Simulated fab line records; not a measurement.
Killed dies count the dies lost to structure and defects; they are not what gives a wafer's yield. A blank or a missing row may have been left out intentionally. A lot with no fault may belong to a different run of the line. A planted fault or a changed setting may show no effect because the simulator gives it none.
Comparing a struck lot with a sound one | flow gf180mcu | 14 out of 602 route steps
Sound: these wafers, L630.1, L630.3, L630.4. Wafers L642.1, L642.4, L642.5 were the ones struck. At the end, the cause is stated.
Per side, at each step with rows, come the tool, then ch with its chambers, and then its first start. Under that, the readings that differ: sound wafers | struck wafers | difference of the means | sigmas: that difference in standard deviations of wafers without a fault.
alike: words and numbers the same on both sides, and readings whose means are apart by under 2 such deviations; not compared: readings that were withheld, readings missing a value for some wafer, numbers with overlapping values and no deviation given by the record, and bounds like >300 which may hide the same value.
The two part at a step that has a row with sigmas, a row that says differs or no value, or rows on one side only. Numbers that don't overlap but have no deviation are shown without sigmas and don't part them. A reading that every wafer of one side lacks parts them only if that side has two wafers or more.

first, 1 step without rows for these wafers: GF_NWELL_DEVELOP_06 (develop time 60 s).
GF_NWELL_OVL_MEAS_07:
  sound: overlay-01 at day 4 13:39; struck: overlay-01 at day 7 04:54
  alike: NWELL_OVL
then, 2 steps without rows for these wafers: GF_NWELL_IMPLANT_08; GF_NWELL_IMPLANT_09.
GF_NWELL_STRIP_10: strips in O2/N2.
  sound on plasmaAsher-03 ch 0,1, day 4 13:59; struck on plasmaAsher-03 ch 0,1, day 7 05:14
  alike: drypumpMotorCurrentA, heaterPowerW, n2FlowSccm, oesProductAu, stripTimeToEndpointS
  not compared: rfHoursCounterH
GF_NWELL_TW_MEAS_11:
  sound: filmMetro-01 at day 4 14:05; struck: filmMetro-01 at day 7 05:20
  alike: NWELL_TW
then, 6 steps without rows for these wafers: GF_LVPWELL_DEHYDRATE_00 (time 60 s); GF_LVPWELL_HMDS_01 (prime time 60 s); GF_LVPWELL_COAT_02 (resist thk 3000 nm); GF_LVPWELL_SOFTBAKE_03; GF_LVPWELL_EXPOSE_04 (exposes mask LVPWELL, target cd 600 nm); GF_LVPWELL_PEB_05.
GF_LVPWELL_DEVELOP_06: develop time 60 s.
  struck on lithoTrack-04, day 7 20:00; sound on lithoTrack-04 ch 0, day 5 03:00
  no value came back on the struck wafers for chillPlateTempC (C), developTimeS (s), exhaustPa (Pa); on the sound wafers chillPlateTempC (C) reads 22.99 23.01 23.00
GF_LVPWELL_OVL_MEAS_07:
  sound: overlay-02 at day 5 03:44; struck: overlay-01 at day 7 21:06
reading          | sound       | struck | difference                    | sigmas
LVPWELL_OVL (nm) | 1.9 3.3 1.3 | - - -  | no value on the struck wafers | 

== WHERE THEY PART ==
Last at GF_LVPWELL_OVL_MEAS_07 as far as this record goes, first at GF_LVPWELL_DEVELOP_06.

WHY: what the simulator had put in
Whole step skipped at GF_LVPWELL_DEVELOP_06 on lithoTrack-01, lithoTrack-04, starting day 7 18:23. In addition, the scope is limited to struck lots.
